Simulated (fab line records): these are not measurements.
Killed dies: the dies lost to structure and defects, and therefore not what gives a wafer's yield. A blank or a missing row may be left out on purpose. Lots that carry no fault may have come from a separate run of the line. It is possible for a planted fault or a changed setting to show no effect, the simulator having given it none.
Tool commonality check -- flow sky130 -- Lots sampled 12, wafers sampled 36

== THE REASON FOR OPENING IT ==
At SKY_SONOS_ONO_THK_MEAS_03 the reading SONOS_ONO_CVD_02_THK is flagged on 2 of 12 lots. Fault-free wafers read 10.53 nm, with a standard deviation of 0.15.
Rule: a lot is flagged when every wafer of it that has a number lies more than 4 standard deviations from that mean, or none has a number. All remaining lots are regarded as sound.

lot,measured,on,"SONOS_ONO_CVD_02_THK (nm), wafer by wafer",flag
L720,day 11 15:09,film metro-04,10.75 10.78 10.63,
L721,day 11 22:57,film metro-02,10.45 10.66 10.52,
L722,day 12 06:37,film metro-02,10.55 10.60 10.61,
L723,day 12 20:59,film metro-02,10.45 10.42 10.52,
L724,day 13 04:02,film metro-04,10.52 10.43 10.29,
L725,day 13 10:21,film metro-01,10.52 10.55 10.47,
L727,day 13 21:14,film metro-02,10.46 10.57 10.51,
L730,day 15 04:07,film metro-04,10.33 10.40 10.27,
L732,day 15 18:38,film metro-01,10.51 10.56 10.45,
L735,day 16 10:09,film metro-02,10.40 10.48 10.50,
L736,day 16 22:15,film metro-02,19.01 18.95 19.01,FLAGGED
L737,day 17 04:23,film metro-04,18.95 18.89 18.92,FLAGGED
The mean of the flagged lots' numbers is 18.96 nm, +8.43 nm from the usual (+56 standard deviations).

== WHICH TOOL RAN EACH LOT ==
3 process steps preceding the reading are held in the record, out of 708 steps in the route. Cell contents, in order: the tool; ch with the chambers the sampled wafers went through; the start.
lot,flag,SKY_FIELD_ISO_CMP_27,SKY_VT_ADJUST_HVTP_STRIP_10,SKY_SONOS_ONO_CVD_02
L720,,"cmp-01 ch 1,2, day 2 11:39","plasma asher-03 ch 0,1, day 6 04:27","lpcvd-02 ch 0, day 11 14:05"
L721,,"cmp-01 ch 0,2,3, day 2 14:41","plasma asher-03 ch 0,1, day 6 09:36","lpcvd-02 ch 0, day 11 21:54"
L722,,"cmp-01 ch 0,1, day 2 21:50","plasma asher-01 ch 0,1, day 6 17:03","lpcvd-02 ch 0, day 12 05:34"
L723,,"cmp-01 ch 0,2,3, day 3 03:19","plasma asher-04 ch 0,1, day 6 23:36","lpcvd-02 ch 1, day 12 19:25"
L724,,"cmp-02 ch 2,3, day 3 09:34","plasma asher-04 ch 0,1, day 7 07:47","lpcvd-02 ch 0, day 13 02:58"
L725,,"cmp-01 ch 2,3, day 3 11:31","plasma asher-03 ch 0,1, day 7 14:27","lpcvd-02 ch 0, day 13 09:17"
L727,,"cmp-01 ch 0,2, day 3 21:47","plasma asher-03 ch 0,1, day 7 23:12","lpcvd-02 ch 1, day 13 20:11"
L730,,"cmp-01 ch 1,2, day 4 18:38","plasma asher-03 ch 0,1, day 9 01:36","lpcvd-02 ch 1, day 15 03:02"
L732,,"cmp-01 ch 0,1,3, day 4 23:07","plasma asher-01 ch 0,1, day 9 09:01","lpcvd-02 ch 1, day 15 17:34"
L735,,"cmp-02 ch 0,1,2, day 5 15:04","plasma asher-03 ch 0,1, day 10 00:15","lpcvd-02 ch 0, day 16 09:06"
L736,FLAGGED,"cmp-02 ch 2,3, day 5 22:12","plasma asher-04 ch 0,1, day 10 10:13","lpcvd-02 ch 0, day 16 21:12"
L737,FLAGGED,"cmp-01 ch 1,2,3, day 6 02:23","plasma asher-04 ch 0,1, day 10 15:38","lpcvd-02 ch 0, day 17 03:19"
What is done by these steps:
- SKY_FIELD_ISO_CMP_27: polishes, stops on Si3N4, t overpolish 16 s, target thk 457.8 nm.
- SKY_VT_ADJUST_HVTP_STRIP_10: strips in O2/N2.
- SKY_SONOS_ONO_CVD_02: deposits Si3N4 from DCS/NH3, target thk 10.5 nm, time 180 s.
- SKY_SONOS_ONO_THK_MEAS_03

== FLAGGED OVER TOTAL, TOOL BY TOOL (the gauges that took the reading come last) ==
step,tool,lots run,flagged,share of the flagged lots,sound lots run after its first flagged lot
SKY_FIELD_ISO_CMP_27,cmp-01,9,1,some,0
SKY_FIELD_ISO_CMP_27,cmp-02,3,1,some,0
SKY_VT_ADJUST_HVTP_STRIP_10,plasma asher-01,2,0,none,-
SKY_VT_ADJUST_HVTP_STRIP_10,plasma asher-03,6,0,none,-
SKY_VT_ADJUST_HVTP_STRIP_10,plasma asher-04,4,2,all,0
SKY_SONOS_ONO_CVD_02,lpcvd-02,12,2,all,0
SKY_SONOS_ONO_THK_MEAS_03,film metro-01,2,0,none,-
SKY_SONOS_ONO_THK_MEAS_03,film metro-02,6,1,some,0
SKY_SONOS_ONO_THK_MEAS_03,film metro-04,4,1,some,0

== THE TABLE: WHAT IT ALLOWS ==
Every flagged lot went through 2 rows of the table: plasma asher-04 at SKY_VT_ADJUST_HVTP_STRIP_10 and lpcvd-02 at SKY_SONOS_ONO_CVD_02.
- plasma asher-04 at SKY_VT_ADJUST_HVTP_STRIP_10 ran 4 lots, 2 of them flagged. Its last sound lot is L724 (day 7 07:47), its first flagged lot L736 (day 10 10:13): a fault that began between those two fits.
- lpcvd-02 at SKY_SONOS_ONO_CVD_02 ran 12 lots, 2 of them flagged. Its last sound lot is L735 (day 16 09:06), its first flagged lot L736 (day 16 21:12): a fault that began between those two fits.
Counting lots can't tell these 2 tools apart, because each fits a fault that began at some hour. More lots, or a look at what each step does to the wafer, might.

== WHAT THE SIMULATOR HAD INSERTED ==
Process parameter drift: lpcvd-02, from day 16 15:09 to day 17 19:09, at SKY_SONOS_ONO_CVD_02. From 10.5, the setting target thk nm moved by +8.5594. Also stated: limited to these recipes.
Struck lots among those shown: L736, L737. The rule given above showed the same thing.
